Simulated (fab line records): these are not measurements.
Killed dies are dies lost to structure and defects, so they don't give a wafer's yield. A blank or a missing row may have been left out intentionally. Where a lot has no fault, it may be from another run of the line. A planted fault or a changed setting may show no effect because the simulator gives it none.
A struck lot beside a sound one	flow sky130	21 out of 708 route steps
Sound: these wafers, L549.1, L549.2, L549.4. Wafers struck: L562.2, L562.3, L562.6. Last of all comes the cause.
Order at every step that has rows: each side's tool, ch and its chambers, its first start. Under that, the readings that differ: sound wafers	struck wafers	difference of the means	sigmas: that difference in standard deviations of wafers without a fault.
alike: readings with means less than 2 such deviations apart, plus words and numbers identical on both sides. not compared: withheld readings, readings lacking a value on some wafer, bounds such as >300 that could conceal the same value, and numbers that have no deviation in the record and whose values overlap.
Wherever a step has rows on one side only, a row that says differs or no value, or a row with sigmas, the two part there. When numbers do not overlap yet have no deviation, they are printed without sigmas and do not part them. A reading missing from all wafers of one side parts the sides only when that side holds two or more wafers.

first, 3 steps without rows for these wafers: SKY_RES_PROTECT_PEB_05; SKY_RES_PROTECT_DEVELOP_06 (develop time 60 s); SKY_POLY_GATE_IMPLANT_02.
SKY_RES_PROTECT_STRIP_07: strips in O2/N2.
  sound on plasma-asher-04 ch 0,1, day 15 10:48; struck on plasma-asher-03 ch 0,1, day 20 07:54
  alike: drypump-motor-current-A, o2-flow-sccm, oes-product-au, strip-time-to-endpoint-s
  not compared: rf-hours-counter-h
SKY_RES_PROTECT_TW_MEAS_08:
  sound: film-metro-03 at day 15 10:54; struck: film-metro-04 at day 20 08:01
  alike: POLY_GATE_TW
then, 2 steps without rows for these wafers: SKY_RES_PROTECT_CLEAN_09 (cleans in SC1/SC2, time 150 s); SKY_POLY_GATE_CVD_03 (deposits Si3N4 from DCS/NH3, target thk 75 nm, time 1290 s).
SKY_POLY_GATE_THK_MEAS_04:
  sound: film-metro-02 at day 15 12:23; struck: film-metro-03 at day 20 10:10
reading	sound	struck	difference	sigmas
POLY_GATE_CVD_03_THK (nm)	72.9 72.6 72.6	74.8 75.2 74.9	+2.3	+3
then, 4 steps without rows for these wafers: SKY_POLY_GATE_DEHYDRATE_05 (time 60 s); SKY_POLY_GATE_HMDS_06 (prime time 60 s); SKY_POLY_GATE_COAT_07 (resist thk 110 nm); SKY_POLY_GATE_COAT_08 (resist thk 450 nm).
SKY_POLY_GATE_SOFTBAKE_09: time 90 s.
  sound on litho-track-02 ch 0, day 16 02:00; struck on litho-track-02 ch 0, day 21 02:00
reading	sound	struck	difference	sigmas
heater-power-total-W (W)	57.40 57.50 57.52	54.30 54.35 54.26	-3.17	-26
plate-temp-C (C)	99.94 100.19 100.09	96.13 96.20 95.97	-3.97	-33
then, 2 steps without rows for these wafers: SKY_POLY_GATE_EXPOSE_10 (exposes mask P1M, target cd 150 nm); SKY_POLY_GATE_PEB_11.
SKY_POLY_GATE_DEVELOP_12: develop time 60 s.
  sound on litho-track-03 ch 0; struck on litho-track-02 ch 0
  not compared: model.KrF-thick_of_POLY_GATE_COAT_08.thk-nm
SKY_POLY_GATE_CD_MEAS_13 targets a cd of 150 nm.
  sound: cd-sem-01 at day 16 15:07; struck: cd-sem-01 at day 21 16:52
reading	sound	struck	difference	sigmas
cd-nm (nm)	147.2 147.4 147.5	150.8 151.0 151.3	+3.7	+3
SKY_POLY_GATE_OVL_MEAS_14:
  sound: overlay-02 at day 16 15:14; struck: overlay-01 at day 21 16:58
  alike: POLY_GATE_OVL
SKY_POLY_GATE_ETCH_15: etches BARC in N2/H2, stops on SiO2, time 118.5 s, target depth 110 nm.
  sound on rie-diel-01 ch 1,2,3, day 16 15:16; struck on rie-diel-02 ch 1,2, day 21 16:59
reading	sound	struck	difference	sigmas
model.KrF-thick_of_POLY_GATE_COAT_08.thk-nm (nm)	345.7 343.3 345.7	348.1 346.1 347.9	+2.5	
  alike: drypump-motor-current-A, oes-product-au, throttle-valve-pct
  not compared: rf-hours-counter-h
SKY_POLY_GATE_ETCH_16: etches Si3N4 in CH3F/O2, stops on poly-Si, time 147.5 s, target depth 75 nm.
  sound on rie-diel-01 ch 1,2,3, day 16 15:21; struck on rie-diel-02 ch 1,2, day 21 17:05
  alike: drypump-motor-current-A, oes-product-au, throttle-valve-pct
  not compared: rf-hours-counter-h
-- here the record skips 28 days between the struck wafers' starts before and after, leaving off in module POLY_GATE and picking up in module PAD_OPEN (first step shown: number 708 of the route) --
SKY_PAD_OPEN_PROBE_99:
  sound: prober-01 at day 46 00:58; struck: prober-02 at day 49 07:35
  alike: killed_at_M0_to_M3, killed_at_M4_up, killed-at-contacts, killed-at-front-end, killed-at-other, killed-dies, killed-on-rim, killed-open, killed-short

## WHERE THEY PART
Earliest at SKY_POLY_GATE_THK_MEAS_04; latest, in this record, at SKY_POLY_GATE_CD_MEAS_13. Later steps at which nothing parts them and some readings are alike: SKY_POLY_GATE_OVL_MEAS_14, SKY_POLY_GATE_ETCH_15, SKY_POLY_GATE_ETCH_16, SKY_PAD_OPEN_PROBE_99.

WHY: what the simulator had put in
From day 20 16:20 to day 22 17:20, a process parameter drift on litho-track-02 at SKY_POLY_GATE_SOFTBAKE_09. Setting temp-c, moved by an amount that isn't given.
